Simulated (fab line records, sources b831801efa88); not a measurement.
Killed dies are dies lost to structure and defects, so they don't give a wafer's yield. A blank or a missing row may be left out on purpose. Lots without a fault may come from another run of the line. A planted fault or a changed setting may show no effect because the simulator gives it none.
Which tool did it? | flow sfq_line | 14 lots, 42 wafers sampled, at 2 steps of a route of 325

WHAT THE GAUGES READ, wafer by wafer
SFQ_JJ_RS_MEAS_929: measures by four-point-probe.
lot  | measured     | on            | JJ_NB_RS (ohm/sq)
L848 | day 43 00:52 | film_metro-03 | 1.032 1.031 1.028
L850 | day 46 08:46 | film_metro-03 | 1.041 1.075 1.069
L851 | day 46 16:34 | film_metro-04 | 1.039 1.041 1.042
L852 | day 46 20:12 | film_metro-03 | 1.037 1.051 1.039
L853 | day 46 21:24 | film_metro-01 | 1.071 1.042 1.066
L854 | day 50 15:40 | film_metro-03 | 1.061 1.049 1.062
L855 | day 51 21:14 | film_metro-04 | 1.047 1.036 1.059
L860 | day 54 14:05 | film_metro-04 | 1.056 1.043 0.785
L861 | day 54 22:16 | film_metro-03 | 1.048 1.053 1.062
L863 | day 55 06:54 | film_metro-01 | 0.782 1.059 1.045
L867 | day 57 23:58 | film_metro-01 | 1.048 1.049 1.061
L868 | day 58 01:07 | film_metro-03 | 1.028 1.045 1.049
L869 | day 58 02:20 | film_metro-01 | 1.052 1.059 1.040
L871 | day 58 15:27 | film_metro-01 | 1.046 1.041 1.043

WHICH TOOL RAN EACH LOT (tool, then ch and the chambers of the sampled wafers, then the start)
lot  | SFQ_TRILAYER_JJ_TRILAYER_DEP_SPUTTER_112
L848 | pvd_sputter-05, day 43 00:43
L850 | pvd_sputter-03, day 46 08:41
L851 | pvd_sputter-04, day 46 16:29
L852 | pvd_sputter-05, day 46 20:05
L853 | pvd_sputter-03, day 46 21:17
L854 | pvd_sputter-04, day 50 15:35
L855 | pvd_sputter-05, day 51 21:10
L860 | pvd_sputter-04, day 54 13:59
L861 | pvd_sputter-03, day 54 22:11
L863 | pvd_sputter-04, day 55 06:49
L867 | pvd_sputter-05, day 57 23:50
L868 | pvd_sputter-03, day 58 01:02
L869 | pvd_sputter-05, day 58 02:14
L871 | pvd_sputter-03, day 58 15:22
- SFQ_TRILAYER_JJ_TRILAYER_DEP_SPUTTER_112: material Nb, target thk 170 nm, time 113.3 s.

WHAT THE TOOLS THEMSELVES READ (means of the sampled wafers that have a number; where no wafer has one, the mark that the record gives instead)
SFQ_TRILAYER_JJ_TRILAYER_DEP_SPUTTER_112.
lot  | tool           | base_pressure_pa (Pa) | throttle_valve_pct (%)
L848 | pvd_sputter-05 | 1.31e-06              | 29.9
L850 | pvd_sputter-03 | 1.36e-06              | 30.6
L851 | pvd_sputter-04 | 1.21e-06              | 29.7
L852 | pvd_sputter-05 | 1.32e-06              | 30.1
L853 | pvd_sputter-03 | 1.32e-06              | 30.5
L854 | pvd_sputter-04 | 1.33e-06              | 29.6
L855 | pvd_sputter-05 | 1.24e-06              | 29.8
L860 | pvd_sputter-04 | 1.33e-06              | 30.7
L861 | pvd_sputter-03 | 1.34e-06              | 30.7
L863 | pvd_sputter-04 | 1.27e-06              | 30.1
L867 | pvd_sputter-05 | 1.28e-06              | 29.9
L868 | pvd_sputter-03 | 1.25e-06              | 30.6
L869 | pvd_sputter-05 | 1.39e-06              | 29.7
L871 | pvd_sputter-03 | 1.31e-06              | 30.4

THE ANSWER, worked out from the rows above alone
Rule: what is usual is taken from the lots themselves. Put in order of their means at a reading, lots are off if they are a third of the lots or fewer, leave a main group of 4 or more, and stand apart from it by a gap of 3 or more times the standard deviation of the main group's means; of several such gaps the widest counts. A main group whose means are all the same, to the digits that the tables above print for the reading, isn't used. A lot without any number at a reading at which 4 lots or more have one is off too. The other lots that the step has rows for count as sound. The gauges are gone through in route order, then the tools' own readings, and for those a lot's mean is taken as printed above. The first step at which some lot is off is used, and at that step the reading that is off furthest; a lot without a number counts as furthest.
Off: L860, L863, at SFQ_JJ_RS_MEAS_929 (JJ_NB_RS). The main group: mean 1.048 ohm/sq, standard deviation 0.0089.
A tool fits if, at a process step before that reading, it ran every lot that is off, and no sound lot after the first of them. The gauges at SFQ_JJ_RS_MEAS_929 are tried like those tools. One fits: pvd_sputter-04 at SFQ_TRILAYER_JJ_TRILAYER_DEP_SPUTTER_112. Its last sound lot is L854 (day 50 15:35), its first lot that is off L860 (day 54 13:59): a fault that began between those two fits.

WHAT THE SIMULATOR HAD PUT IN
Process parameter drift: pvd_sputter-04, from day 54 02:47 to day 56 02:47, at SFQ_TRILAYER_JJ_TRILAYER_DEP_SPUTTER_112. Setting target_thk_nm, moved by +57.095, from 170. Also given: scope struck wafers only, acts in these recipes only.
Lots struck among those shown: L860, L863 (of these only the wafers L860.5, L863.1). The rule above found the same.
